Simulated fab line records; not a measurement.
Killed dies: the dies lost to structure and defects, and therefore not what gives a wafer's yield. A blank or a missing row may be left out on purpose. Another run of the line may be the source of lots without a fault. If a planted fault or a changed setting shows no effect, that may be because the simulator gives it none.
Comparing a struck lot with a sound one -- flow sky130 -- 44 steps out of a route of 708
Sound: the wafers L599.2, L599.4, L599.6. The struck wafers were L606.3, L606.4, L606.5. Last of all comes the cause.
For every step that has rows: the tool of each side, followed by ch and its chambers, followed by its first start. Under that, the readings that differ: sound wafers -- struck wafers -- difference of the means -- sigmas: that difference in standard deviations of wafers without a fault.
alike: same words and numbers on both sides, and readings whose means sit less than 2 such deviations apart. not compared: any withheld reading, any reading some wafer has no value for, any bound like >300 that may hide the same value, and any number with overlapping values for which the record gives no deviation.
The two part at a step that has a row with sigmas, a row that says differs or no value, or rows on one side only. Numbers that have no deviation but don't overlap get no sigmas and don't part them. A reading that every wafer of one side lacks parts them only if that side has two wafers or more.

first, 8 steps without rows for these wafers: SKY_DNWELL_DEHYDRATE_00 (time 60 s); SKY_DNWELL_HMDS_01 (prime time 60 s); SKY_DNWELL_COAT_02 (resist thk 3000 nm); SKY_DNWELL_SOFTBAKE_03; SKY_DNWELL_EXPOSE_04 (exposes mask DNM, target cd 3000 nm); SKY_DNWELL_PEB_05; SKY_DNWELL_DEVELOP_06 (develop time 60 s); SKY_DNWELL_IMPLANT_07.
SKY_DNWELL_STRIP_08: strips in O2/N2.
  sound on plasma asher-04 ch 0,1, day 3 20:21; struck on plasma asher-01 ch 0,1, day 5 08:52
reading,sound,struck,difference,sigmas
drypump motor current A (A),5.9 6.3 6.3,5.1 6.1 5.1,-0.7,-2
  alike: chamber pressure mTorr, oes product au, strip time to endpoint s
  not compared: rf hours counter h
SKY_DNWELL_TW_MEAS_09:
  sound on film metro-02, day 3 20:28; struck on film metro-04, day 5 08:56
  alike: DNWELL_TW
then, 2 steps without rows for these wafers: SKY_PWDE_DEHYDRATE_00 (time 60 s); SKY_PWDE_HMDS_01 (prime time 60 s).
SKY_PWDE_COAT_02: resist thk 3000 nm.
  sound on litho track-02 ch 0, day 4 04:59; struck on litho track-04, day 5 18:24
  no value came back on the struck wafers for chill plate temp C (C), dispense pressure kPa (kPa); on the sound wafers chill plate temp C (C) reads 22.96 22.94 23.08
then, 4 steps without rows for these wafers: SKY_PWDE_SOFTBAKE_03; SKY_PWDE_EXPOSE_04 (exposes mask PWDEM, target cd 840 nm); SKY_PWDE_PEB_05; SKY_PWDE_DEVELOP_06 (develop time 60 s).
SKY_PWDE_OVL_MEAS_07:
  sound on overlay-02, day 4 13:22; struck on overlay-02, day 6 03:55
reading,sound,struck,difference,sigmas
PWDE_OVL (nm),-1.2 2.0 1.1,- - -,no value on the struck wafers,
after that, 1 step had no rows for these wafers: SKY_PWDE_IMPLANT_08.
SKY_PWDE_STRIP_09: strips in O2/N2.
  sound on plasma asher-04 ch 1, day 4 13:32; struck on plasma asher-03 ch 0,1, day 6 04:07
  no value came back on the struck wafers for oes product au (a.u.), strip time to endpoint s (s); on the sound wafers oes product au (a.u.) reads 0.725 0.723 0.721
  alike: chamber pressure mTorr, drypump motor current A
  not compared: rf hours counter h
SKY_PWDE_TW_MEAS_10:
  sound on film metro-04, day 4 13:39; struck on film metro-04, day 6 04:13
  alike: PWDE_TW
then, 7 steps without rows for these wafers: SKY_NWELL_DEHYDRATE_03 (time 60 s); SKY_NWELL_HMDS_04 (prime time 60 s); SKY_NWELL_COAT_05 (resist thk 3000 nm); SKY_NWELL_SOFTBAKE_06; SKY_NWELL_EXPOSE_07 (exposes mask NWM, target cd 840 nm); SKY_NWELL_PEB_08; SKY_NWELL_DEVELOP_09 (develop time 60 s).
SKY_NWELL_OVL_MEAS_10:
  sound on overlay-02, day 5 06:48; struck on overlay-02, day 6 22:49
  alike: NWELL_00_OVL
then, 3 steps without rows for these wafers: SKY_NWELL_IMPLANT_11; SKY_NWELL_IMPLANT_12; SKY_NWELL_IMPLANT_13.
SKY_NWELL_STRIP_14: strips in O2/N2.
  sound on plasma asher-01 ch 0,1, day 5 07:17; struck on plasma asher-01 ch 0,1, day 6 23:19
  alike: chamber pressure mTorr, drypump motor current A, oes product au, strip time to endpoint s
  not compared: rf hours counter h
SKY_NWELL_TW_MEAS_15:
  sound on film metro-02, day 5 07:23; struck on film metro-01, day 6 23:24
  alike: NWELL_TW
then, 7 steps without rows for these wafers: SKY_NWELL_DEHYDRATE_16 (time 60 s); SKY_NWELL_HMDS_17 (prime time 60 s); SKY_NWELL_COAT_18 (resist thk 3000 nm); SKY_NWELL_SOFTBAKE_19; SKY_NWELL_EXPOSE_20 (exposes mask NWM COMPLEMENT, target cd 840 nm); SKY_NWELL_PEB_21; SKY_NWELL_DEVELOP_22 (develop time 60 s).
SKY_NWELL_OVL_MEAS_23:
  sound on overlay-02, day 6 01:56; struck on overlay-02, day 7 19:08
  alike: NWELL_01_OVL
SKY_NWELL_TW_MEAS_26:
  sound on film metro-04, day 6 02:14; struck on film metro-01, day 7 19:26
reading,sound,struck,difference,sigmas
NWELL_2_TW,500 498 498,544 547 544,+46,+11
-- the record jumps here: 41 days lie between the struck wafers' starts before and after (it left off in module NWELL and takes up again in module PAD_OPEN, whose first step shown is number 708 of the route) --
SKY_PAD_OPEN_PROBE_99:
  sound on prober-01, day 46 14:40; struck on prober-01, day 48 09:14
reading,sound,struck,difference,sigmas
killed at contacts,26 19 17,34 30 31,+11,+2
killed at front end,18 17 14,404 414 406,+392,+82
killed dies,91 77 77,492 492 492,+410,+41
killed on rim,16 18 17,96 96 96,+79,+23
  alike: killed_at_M0_to_M3, killed_at_M4_up, killed at other, killed open, killed short

## WHERE THEY PART
First at SKY_DNWELL_STRIP_08; last, within this record, at SKY_PAD_OPEN_PROBE_99.

WHY: whatever the simulator had introduced
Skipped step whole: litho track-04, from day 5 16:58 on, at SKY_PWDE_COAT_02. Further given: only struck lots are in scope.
